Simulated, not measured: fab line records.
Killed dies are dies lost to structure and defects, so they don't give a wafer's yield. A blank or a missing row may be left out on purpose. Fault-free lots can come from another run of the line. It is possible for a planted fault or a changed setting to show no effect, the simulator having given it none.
The tool behind it: which one? | flow sky130 | 11 lots with 33 wafers sampled at 6 steps, on a route of 708 steps

## WHAT THE GAUGES SHOWED, per wafer
SKY_SONOS_ONO_CD_MEAS_13: target cd 410 nm.
lot  | measured     | on        | cd_nm (nm)
L653 | day 13 03:52 | cd_sem-01 | 414.7 414.6 411.8
L658 | day 15 03:46 | cd_sem-01 | 410.0 410.9 411.0
L662 | day 16 19:59 | cd_sem-01 | 407.3 406.9 406.8
L663 | day 17 07:18 | cd_sem-02 | 410.8 412.8 413.2
L666 | day 17 20:31 | cd_sem-01 | 408.0 408.0 407.7
L667 | day 18 03:43 | cd_sem-02 | 406.8 409.3 408.4
L668 | day 18 21:13 | cd_sem-02 | 412.2 410.9 412.6
L669 | day 19 03:53 | cd_sem-01 | 413.6 412.9 412.3
L671 | day 19 16:44 | cd_sem-02 | 413.3 413.7 412.9
L672 | day 20 00:42 | cd_sem-02 | 411.3 409.5 410.7
L674 | day 20 19:02 | cd_sem-01 | 409.3 410.2 411.7

SKY_GATE_OXIDE_THK_MEAS_02.
lot  | measured     | on            | GATE_OXIDE_OXIDATION_00_THK (nm)
L653 | day 13 05:50 | film_metro-02 | 10.22 10.22 10.28
L658 | day 15 06:41 | film_metro-01 | 10.67 10.51 10.54
L662 | day 16 23:29 | film_metro-01 | 10.16 10.10 10.03
L663 | day 17 11:31 | film_metro-02 | 10.61 10.46 10.52
L666 | day 17 23:19 | film_metro-02 | 10.48 10.38 10.35
L667 | day 18 05:36 | film_metro-01 | 10.33 10.24 10.29
L668 | day 18 23:06 | film_metro-04 | 10.49 10.40 10.55
L669 | day 19 05:46 | film_metro-02 | 10.09 10.19 10.20
L671 | day 19 18:45 | film_metro-02 | 10.03 10.07 10.23
L672 | day 20 02:34 | film_metro-02 | 10.38 10.33 10.47
L674 | day 20 20:56 | film_metro-04 | 10.50 10.24 10.24

SKY_POLY_GATE_THK_MEAS_04.
lot  | measured     | on            | POLY_GATE_CVD_03_THK (nm)
L653 | day 15 19:06 | film_metro-01 | 75.3 74.4 75.1
L658 | day 17 22:56 | film_metro-03 | 74.6 74.5 74.0
L662 | day 19 16:23 | film_metro-03 | 76.0 76.1 75.9
L663 | day 20 05:49 | film_metro-01 | 75.6 75.9 75.8
L666 | day 20 20:20 | film_metro-01 | 75.4 75.5 75.9
L667 | day 20 23:59 | film_metro-04 | 76.1 76.4 76.6
L668 | day 21 18:41 | film_metro-01 | 75.2 75.5 75.7
L669 | day 22 03:44 | film_metro-03 | 75.7 75.6 75.8
L671 | day 22 14:05 | film_metro-04 | 75.5 75.3 75.0
L672 | day 22 22:32 | film_metro-01 | 74.5 74.3 74.5
L674 | day 23 16:35 | film_metro-04 | 75.3 75.1 75.3

SKY_LDD_N_TW_MEAS_17.
lot  | measured     | on            | LDD_N_TW
L653 | day 18 13:12 | film_metro-01 | 2535 2538 2524
L658 | day 20 16:43 | film_metro-01 | 2552 2554 2544
L662 | day 22 10:28 | film_metro-03 | 2646 2654 2656
L663 | day 22 23:13 | film_metro-01 | 2648 2674 2652
L666 | day 23 13:13 | film_metro-02 | 2567 2577 2572
L667 | day 23 17:34 | film_metro-01 | 2544 2544 2535
L668 | day 24 09:14 | film_metro-02 | 2576 2569 2582
L669 | day 24 18:13 | film_metro-03 | 2533 2542 2537
L671 | day 25 00:58 | film_metro-01 | 2525 2552 2533
L672 | day 25 11:20 | film_metro-01 | 2545 2534 2539
L674 | day 26 04:40 | film_metro-02 | 2587 2580 2576

## WHAT TOOL EACH LOT RAN ON (gives the tool, then ch and the chambers of the sampled wafers, and finally the start)
lot  | SKY_LDD_N_IMPLANT_08            | SKY_LDD_N_STRIP_16
L653 | implanter-01 ch 0, day 18 08:04 | plasma_asher-01 ch 0,1, day 18 13:06
L658 | implanter-01 ch 0, day 20 15:25 | plasma_asher-02 ch 0,1, day 20 16:37
L662 | implanter-04 ch 0, day 22 09:10 | plasma_asher-02 ch 0,1, day 22 10:22
L663 | implanter-04 ch 0, day 22 21:56 | plasma_asher-02 ch 0,1, day 22 23:07
L666 | implanter-03 ch 0, day 23 11:55 | plasma_asher-04 ch 0,1, day 23 13:07
L667 | implanter-03 ch 0, day 23 16:16 | plasma_asher-02 ch 0,1, day 23 17:28
L668 | implanter-01 ch 0, day 24 07:58 | plasma_asher-02 ch 0,1, day 24 09:09
L669 | implanter-01 ch 0, day 24 16:55 | plasma_asher-01 ch 1, day 24 18:07
L671 | implanter-03 ch 0, day 24 23:40 | plasma_asher-01 ch 0,1, day 25 00:52
L672 | implanter-04 ch 0, day 25 10:02 | plasma_asher-04 ch 0,1, day 25 11:13
L674 | implanter-01 ch 0, day 26 03:22 | plasma_asher-02 ch 0,1, day 26 04:34
- SKY_LDD_N_IMPLANT_08
- SKY_LDD_N_STRIP_16: strips in O2/N2.

## WHAT THE TOOLS THEMSELVES READ (means of the sampled wafers that have a number; where no wafer has one, the mark that the record gives instead)
SKY_LDD_N_IMPLANT_08.
lot  | tool         | beam_on_s (s) | dose_ions_cm2 | faraday_current_uA
L653 | implanter-01 | 10.16         | 7.495e+13     | 417
L658 | implanter-01 | 9.96          | 7.492e+13     | 423
L662 | implanter-04 | 17.51         | 1.469e+14     | 473
L663 | implanter-04 | 17.05         | 1.470e+14     | 485
L666 | implanter-03 | 10.18         | 7.508e+13     | 417
L667 | implanter-03 | 10.01         | 7.507e+13     | 421
L668 | implanter-01 | 9.91          | 7.506e+13     | 426
L669 | implanter-01 | 9.95          | 7.504e+13     | 425
L671 | implanter-03 | 10.05         | 7.508e+13     | 423
L672 | implanter-04 | 10.01         | 7.495e+13     | 423
L674 | implanter-01 | 9.95          | 7.497e+13     | 424

SKY_LDD_N_STRIP_16.
lot  | tool            | drypump_motor_current_A (A) | oes_product_au (a.u.) | strip_time_to_endpoint_s (s)
L653 | plasma_asher-01 | 5.3                         | 0.403                 | 4.323
L658 | plasma_asher-02 | 6.1                         | 0.409                 | 4.320
L662 | plasma_asher-02 | 6.0                         | 0.408                 | 4.521
L663 | plasma_asher-02 | 6.0                         | 0.406                 | 4.517
L666 | plasma_asher-04 | 6.3                         | 0.402                 | 4.329
L667 | plasma_asher-02 | 6.0                         | 0.399                 | 4.317
L668 | plasma_asher-02 | 6.0                         | 0.406                 | 4.323
L669 | plasma_asher-01 | 5.5                         | 0.406                 | 4.297
L671 | plasma_asher-01 | 5.4                         | 0.407                 | 4.305
L672 | plasma_asher-04 | 5.8                         | 0.405                 | 4.300
L674 | plasma_asher-02 | 6.0                         | 0.411                 | 4.342

## THE ANSWER, worked out from the rows above alone
Rule: what is usual is taken from the lots themselves. Put in order of their means at a reading, lots are off if they are a third of the lots or fewer, leave a main group of 4 or more, and stand apart from it by a gap of 3 or more times the standard deviation of the main group's means; of several such gaps the widest counts. The tables above print the reading to a certain number of digits; a main group whose means all agree to those digits is not used. A lot without any number at a reading at which 4 lots or more have one is off too. Where the step has rows for the other lots, those lots are counted as sound. First the gauges in route order, then the tools' own readings, where a lot's mean is used as printed above. The first step at which some lot is off is used, and at that step the reading that is off furthest; a lot without a number counts as furthest.
Off: L662, L663, at SKY_LDD_N_TW_MEAS_17 (LDD_N_TW). For the main group the mean is 2552 and the standard deviation 18.
If a tool, at a process step before that reading, ran all the lots that are off and no sound lot after the first of them, it fits. Not tried: the gauges at SKY_LDD_N_TW_MEAS_17; whatever is off there is also off at SKY_LDD_N_IMPLANT_08, on other tools, and gauge error can't account for it. No candidate that was tried fits.

## WHAT WAS PUT IN BY THE SIMULATOR
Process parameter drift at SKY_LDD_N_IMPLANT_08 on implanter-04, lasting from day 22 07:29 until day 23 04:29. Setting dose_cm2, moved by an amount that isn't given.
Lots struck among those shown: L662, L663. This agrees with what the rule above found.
